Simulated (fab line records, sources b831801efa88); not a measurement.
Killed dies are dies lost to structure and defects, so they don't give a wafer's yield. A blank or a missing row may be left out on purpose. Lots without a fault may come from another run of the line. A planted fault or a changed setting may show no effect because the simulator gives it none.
Which tool did it? | flow sky130 | 10 lots, 30 wafers sampled, at 7 steps of a route of 708

WHAT THE GAUGES READ, wafer by wafer
SKY_LOCAL_INTERCONNECT_RS_MEAS_01: measures by four-point-probe. Usual: LOCAL_INTERCONNECT_TIN_RS 14.12 ohm/sq, standard deviation 0.17.
lot  | measured     | on            | LOCAL_INTERCONNECT_TIN_RS (ohm/sq)  | flag
L244 | day 30 06:42 | film_metro-01 | 13.92 14.10 13.95                   |
L246 | day 30 23:41 | film_metro-01 | 14.10 13.93 13.97                   |
L247 | day 31 07:12 | film_metro-03 | 14.03 14.07 14.10                   |
L249 | day 31 13:07 | film_metro-01 | 14.24 14.03 14.16                   |
L252 | day 32 08:06 | film_metro-01 | 13.90 13.89 13.97                   |
L256 | day 33 20:10 | film_metro-01 | 20.04 14.28 20.38 20.05 14.26 20.36 | OFF
L257 | day 34 00:22 | film_metro-03 | 20.56 14.12 14.18 20.56 14.14 14.20 | OFF
L258 | day 34 10:50 | film_metro-01 | 14.12 14.04 13.86                   |
L261 | day 35 10:53 | film_metro-03 | 14.13 14.10 14.22                   |
L265 | day 36 12:46 | film_metro-03 | 13.85 13.96 14.16                   |

SKY_LOCAL_INTERCONNECT_THK_MEAS_02: measures by xrf. Usual: LOCAL_INTERCONNECT_TIN_THK 97.5 nm, standard deviation 1.3.
lot  | measured     | on            | LOCAL_INTERCONNECT_TIN_THK (nm) | flag
L244 | day 30 06:48 | film_metro-01 | 99.1 98.6 99.5                  |
L246 | day 30 23:49 | film_metro-01 | 98.5 99.1 99.2                  |
L247 | day 31 07:18 | film_metro-03 | 97.5 97.4 96.9                  |
L249 | day 31 13:14 | film_metro-01 | 97.1 98.0 97.2                  |
L252 | day 32 08:13 | film_metro-01 | 99.5 99.5 98.5                  |
L256 | day 33 21:50 | film_metro-01 | 70.2 97.1 69.3 69.9 96.9 69.3   | OFF
L257 | day 34 07:58 | film_metro-03 | 67.4 96.8 96.3 67.3 96.5 96.5   | OFF
L258 | day 34 10:58 | film_metro-01 | 97.6 98.3 99.8                  |
L261 | day 35 10:59 | film_metro-03 | 96.9 97.3 96.6                  |
L265 | day 36 12:53 | film_metro-03 | 99.2 98.5 97.4                  |

SKY_LOCAL_INTERCONNECT_OVL_MEAS_12. Usual: LOCAL_INTERCONNECT_OVL 1 nm, standard deviation 5.
lot  | measured     | on         | LOCAL_INTERCONNECT_OVL (nm) | flag
L244 | day 31 11:09 | overlay-01 | 6 -5 -3                     |
L246 | day 32 03:41 | overlay-01 | 8 6 2                       |
L247 | day 32 10:25 | overlay-01 | -7 1 -3                     |
L249 | day 32 16:33 | overlay-01 | -3 5 3                      |
L252 | day 33 11:10 | overlay-01 | 6 -1 -5                     |
L256 | day 34 23:14 | overlay-01 | -2 4 -3                     |
L257 | day 35 03:38 | overlay-01 | -8 -7 -1                    |
L258 | day 35 13:25 | overlay-01 | 1 1 1                       |
L261 | day 36 13:01 | overlay-02 | 1 1 0                       |
L265 | day 37 15:10 | overlay-02 | 3 2 7                       |

SKY_CONTACT_THK_MEAS_01. Usual: CONTACT_CVD_00_THK 74.8 nm, standard deviation 1.1.
lot  | measured     | on            | CONTACT_CVD_00_THK (nm) | flag
L244 | day 31 12:04 | film_metro-01 | 75.2 77.0 76.7          |
L246 | day 32 04:52 | film_metro-01 | 75.1 74.2 76.3          |
L247 | day 32 11:18 | film_metro-01 | 73.8 75.9 75.5          |
L249 | day 32 17:28 | film_metro-03 | 75.9 73.1 75.6          |
L252 | day 33 11:56 | film_metro-03 | 74.6 75.5 76.3          |
L256 | day 35 00:04 | film_metro-01 | 73.6 75.2 75.0          |
L257 | day 35 04:55 | film_metro-01 | 72.9 73.5 73.2          |
L258 | day 35 14:17 | film_metro-02 | 73.8 73.9 74.5          |
L261 | day 36 13:49 | film_metro-02 | 74.9 76.4 77.3          |
L265 | day 37 15:56 | film_metro-02 | 73.6 75.1 75.5          |

WHICH TOOL RAN EACH LOT (tool, then ch and the chambers of the sampled wafers, then the start)
lot  | SKY_LI_CONTACT_ETCH_15             | SKY_LOCAL_INTERCONNECT_SPUTTER_00 | SKY_LOCAL_INTERCONNECT_METAL_ETCH_14
L244 | rie_diel-01 ch 0,1,3, day 30 05:28 | pvd_sputter-01, day 30 06:36      | rie_metal-04 ch 0,1, day 31 11:16
L246 | rie_diel-01 ch 0,1,2, day 30 22:31 | pvd_sputter-03, day 30 23:38      | rie_metal-04 ch 0,1, day 32 03:47
L247 | rie_diel-01 ch 0,2,3, day 31 05:58 | pvd_sputter-01, day 31 07:05      | rie_metal-03 ch 0,1, day 32 10:32
L249 | rie_diel-03 ch 2,3, day 31 11:55   | pvd_sputter-01, day 31 13:02      | rie_metal-03 ch 1, day 32 16:43
L252 | rie_diel-03 ch 1,2,3, day 32 06:52 | pvd_sputter-01, day 32 08:01      | rie_metal-02 ch 0,1, day 33 11:16
L256 | rie_diel-01 ch 0,3, day 33 18:56   | pvd_sputter-01, day 33 20:05      | rie_metal-02 ch 0,1, day 34 23:20
L257 | rie_diel-03 ch 1,2,3, day 33 23:10 | pvd_sputter-01, day 34 00:18      | rie_metal-03 ch 0,1, day 35 03:44
L258 | rie_diel-03 ch 1,2, day 34 09:40   | pvd_sputter-03, day 34 10:47      | rie_metal-04 ch 0,1, day 35 13:31
L261 | rie_diel-01 ch 0,3, day 35 09:40   | pvd_sputter-03, day 35 10:47      | rie_metal-04 ch 0,1, day 36 13:08
L265 | rie_diel-04 ch 0,1, day 36 11:34   | pvd_sputter-03, day 36 12:42      | rie_metal-02 ch 0,1, day 37 15:16
- SKY_LI_CONTACT_ETCH_15: etches PSG in C4F8/O2/Ar, stops on Si, target depth 600 nm.
- SKY_LOCAL_INTERCONNECT_SPUTTER_00: material TiN, target thk 100 nm, time 83.3 s.
- SKY_LOCAL_INTERCONNECT_METAL_ETCH_14: etches TiN in Cl2/BCl3, stops on PSG, target depth 110 nm, time 31.4 s.

WHAT THE TOOLS THEMSELVES READ (means of the sampled wafers that have a number; where no wafer has one, the mark that the record gives instead)
SKY_LI_CONTACT_ETCH_15. Usual: oes_product_au 0.837 a.u., standard deviation 0.0048.
lot  | tool        | oes_product_au (a.u.) | flag
L244 | rie_diel-01 | 0.845                 |
L246 | rie_diel-01 | 0.839                 |
L247 | rie_diel-01 | 0.834                 |
L249 | rie_diel-03 | 0.843                 |
L252 | rie_diel-03 | 0.837                 |
L256 | rie_diel-01 | 0.834                 |
L257 | rie_diel-03 | 0.838                 |
L258 | rie_diel-03 | 0.837                 |
L261 | rie_diel-01 | 0.833                 |
L265 | rie_diel-04 | 0.836                 |

SKY_LOCAL_INTERCONNECT_SPUTTER_00. Usual: throttle_valve_pct 29.6 %, standard deviation 0.71.
lot  | tool           | throttle_valve_pct (%) | flag
L244 | pvd_sputter-01 | 30.6                   |
L246 | pvd_sputter-03 | 29.8                   |
L247 | pvd_sputter-01 | 28.8                   |
L249 | pvd_sputter-01 | 28.8                   |
L252 | pvd_sputter-01 | 28.7                   |
L256 | pvd_sputter-01 | 29.7                   |
L257 | pvd_sputter-01 | 29.9                   |
L258 | pvd_sputter-03 | 29.7                   |
L261 | pvd_sputter-03 | 30.0                   |
L265 | pvd_sputter-03 | 29.7                   |

SKY_LOCAL_INTERCONNECT_METAL_ETCH_14. Usual: bcl3_flow_sccm 29.99 sccm, standard deviation 0.089; drypump_motor_current_A 5.8 A, standard deviation 0.37; oes_product_au 0.943 a.u., standard deviation 0.0078; throttle_valve_pct 21.899 %, standard deviation 0.011.
lot  | tool         | bcl3_flow_sccm (sccm) | drypump_motor_current_A (A) | oes_product_au (a.u.) | throttle_valve_pct (%) | flag
L244 | rie_metal-04 | 29.90                 | 5.5                         | 0.949                 | 21.896                 |
L246 | rie_metal-04 | 29.96                 | 5.5                         | 0.949                 | 21.894                 |
L247 | rie_metal-03 | 30.01                 | 6.3                         | 0.945                 | 21.906                 |
L249 | rie_metal-03 | 29.98                 | 6.0                         | 0.940                 | 21.902                 |
L252 | rie_metal-02 | 29.96                 | 5.6                         | 0.951                 | 21.899                 |
L256 | rie_metal-02 | 29.97                 | 5.5                         | 0.837                 | 21.972                 | OFF
L257 | rie_metal-03 | 30.02                 | 6.3                         | 0.885                 | 21.939                 | OFF
L258 | rie_metal-04 | 29.90                 | 5.5                         | 0.945                 | 21.887                 |
L261 | rie_metal-04 | 29.92                 | 5.5                         | 0.939                 | 21.897                 |
L265 | rie_metal-02 | 29.92                 | 5.6                         | 0.947                 | 21.889                 |

THE ANSWER, worked out from the rows above alone
Rule: a lot is off if the mean of its wafers that have a number lies more than 3 standard deviations from the usual mean. A lot without any number at a reading at which 4 lots or more have one is off too. The other lots that the step has rows for count as sound. The gauges are gone through in route order, then the tools' own readings, and for those a lot's mean is taken as printed above. The first step at which some lot is off is used, and at that step the reading that is off furthest; a lot without a number counts as furthest.
Off: L256, L257, at SKY_LOCAL_INTERCONNECT_RS_MEAS_01 (LOCAL_INTERCONNECT_TIN_RS).
A tool fits if, at a process step before that reading, it ran every lot that is off, and no sound lot after the first of them. The gauges at SKY_LOCAL_INTERCONNECT_RS_MEAS_01 aren't tried: what is off there is off at SKY_LOCAL_INTERCONNECT_METAL_ETCH_14 too, on other tools, and a gauge's error can't cause that. One fits: pvd_sputter-01 at SKY_LOCAL_INTERCONNECT_SPUTTER_00. Its last sound lot is L252 (day 32 08:01), its first lot that is off L256 (day 33 20:05): a fault that began between those two fits.

WHAT THE SIMULATOR HAD PUT IN
Process parameter drift: pvd_sputter-01, from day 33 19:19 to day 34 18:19, at SKY_LOCAL_INTERCONNECT_SPUTTER_00. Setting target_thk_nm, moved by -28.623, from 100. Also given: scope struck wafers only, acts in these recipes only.
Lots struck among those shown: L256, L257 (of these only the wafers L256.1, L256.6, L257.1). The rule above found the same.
